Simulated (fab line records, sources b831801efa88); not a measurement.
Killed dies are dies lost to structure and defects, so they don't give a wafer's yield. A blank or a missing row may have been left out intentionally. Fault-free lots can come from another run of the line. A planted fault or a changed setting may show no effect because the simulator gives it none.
Comparing a struck lot with a sound one + flow gf180mcu + 28 steps out of a route of 602
Sound: these wafers, L866.1, L866.2, L866.6. Struck: wafers L878.1, L878.2, L878.6. Last of all comes the cause.
Per side, at each step with rows, come the tool, then ch with its chambers, and then its first start. Under that, the readings that differ: sound wafers + struck wafers + difference of the means + sigmas: that difference in standard deviations of wafers without a fault.
alike: readings whose means differ by less than 2 such deviations, and words and numbers that are the same on both sides. not compared: withheld readings, readings that some wafer has no value for, bounds like >300 that may hide the same value, and numbers for which the record gives no deviation and whose values overlap.
Wherever a step has rows on one side only, a row that says differs or no value, or a row with sigmas, the two part there. When numbers do not overlap yet have no deviation, they are printed without sigmas and do not part them. A reading that every wafer of one side lacks parts them only if that side has two wafers or more.

first, 3 steps without rows for these wafers: GF_V5_STRIP_19 (strips in post etch residue remover, time 1200 s); GF_V5_CLEAN_20 (cleans in DIW); GF_V5_SPUTTER_21 (material Ti, target thk 15 nm, time 80.02 s).
GF_V5_SPUTTER_22: material TiN, target thk 10 nm, time 40 s.
  sound on pvd sputter-03, day 28 01:05; struck on pvd sputter-01, day 31 15:59
  alike: throttle valve pct
GF_V5_CVD_23: deposits W, target thk 350 nm, time 104.9 s.
  sound on cvd w-01 ch 0,1, day 28 01:07; struck on cvd w-01 ch 0,1, day 31 16:01
  alike: heater power outer w, heater power w
GF_V5_RS_MEAS_24: measurement is done with a four-point probe.
  sound on film metro-02, day 28 01:14; struck on film metro-03, day 31 16:08
  alike: V5_W_RS
GF_V5_THK_MEAS_25: measures by xrf.
  sound on film metro-02, day 28 01:22; struck on film metro-03, day 31 16:16
  alike: V5_W_THK
then, 1 step without rows for these wafers: GF_V5_CMP_26 (polishes, stops on SiO2, t overpolish 15 s, target thk 0 nm).
GF_TOP_METAL_SPUTTER_00: material Ti, target thk 37.5 nm, time 150 s.
  sound on pvd sputter-03, day 28 01:43; struck on pvd sputter-03, day 31 16:37
  alike: throttle valve pct
then, 1 step without rows for these wafers: GF_TOP_METAL_SPUTTER_01 (material TiN, target thk 30 nm, time 25 s).
GF_TOP_METAL_SPUTTER_02: material AlCu, target thk 900 nm, time 47.82 s.
  sound on pvd sputter-03, day 28 01:51; struck on pvd sputter-03, day 31 16:45
  alike: throttle valve pct
GF_TOP_METAL_SPUTTER_03: material Ti, target thk 5 nm, time 3.3 s.
  sound on pvd sputter-03, day 28 01:53; struck on pvd sputter-03, day 31 16:47
  alike: throttle valve pct
GF_TOP_METAL_SPUTTER_04: material TiN, target thk 25 nm, time 20.8 s.
  sound on pvd sputter-03, day 28 01:55; struck on pvd sputter-03, day 31 16:49
| reading                                       | sound             | struck         | difference | sigmas |
|-----------------------------------------------|-------------------|----------------|------------|--------|
| model.TiN_of_TOP_METAL_SPUTTER_04.thk nm (nm) | 24.71 25.34 25.24 | 26 25.88 26.61 | +1         |        |
  alike: throttle valve pct
GF_TOP_METAL_RS_MEAS_05: measurement is done with a four-point probe.
  sound on film metro-03, day 28 01:56; struck on film metro-03, day 31 16:50
  alike: TOP_METAL_ALCU_RS
GF_TOP_METAL_THK_MEAS_06: measures by xrf.
  sound on film metro-03, day 28 02:04; struck on film metro-03, day 31 16:58
  alike: TOP_METAL_ALCU_THK
then, 7 steps without rows for these wafers: GF_TOP_METAL_DEHYDRATE_07 (time 60 s); GF_TOP_METAL_HMDS_08 (prime time 60 s); GF_TOP_METAL_COAT_09 (resist thk 1500 nm); GF_TOP_METAL_SOFTBAKE_10 (time 60 s); GF_TOP_METAL_EXPOSE_11 (exposes mask MetalTop, target cd 440 nm); GF_TOP_METAL_PEB_12; GF_TOP_METAL_DEVELOP_13 (develop time 60 s).
GF_TOP_METAL_CD_MEAS_14: the cd target is 440 nm.
  sound on cd sem-02, day 28 21:30; struck on cd sem-02, day 32 09:18
  alike: cd nm
GF_TOP_METAL_OVL_MEAS_15:
  sound on overlay-02, day 28 21:37; struck on overlay-01, day 32 09:25
  alike: TOP_METAL_OVL
then, 2 steps without rows for these wafers: GF_TOP_METAL_METAL_ETCH_16 (etches the open film in Cl2/BCl3, stops on SiO2, target depth 1197 nm, time 199.5 s); GF_TOP_METAL_STRIP_17 (strips in O2/N2).
GF_TOP_METAL_STRIP_18: strips in post etch residue remover, time 1200 s.
  sound on wet bench-04 ch 1, day 28 22:01; struck on wet bench-01 ch 3, day 32 09:45
| reading                                       | sound             | struck            | difference | sigmas |
|-----------------------------------------------|-------------------|-------------------|------------|--------|
| model.TiN_of_TOP_METAL_SPUTTER_04.thk nm (nm) | 24.28 24.91 24.81 | 25.58 25.45 26.19 | +1.07      |        |
then, 1 step without rows for these wafers: GF_TOP_METAL_CLEAN_19 (cleans in DIW).

## WHERE THEY PART
Nowhere in this record.

WHY: whatever the simulator had introduced
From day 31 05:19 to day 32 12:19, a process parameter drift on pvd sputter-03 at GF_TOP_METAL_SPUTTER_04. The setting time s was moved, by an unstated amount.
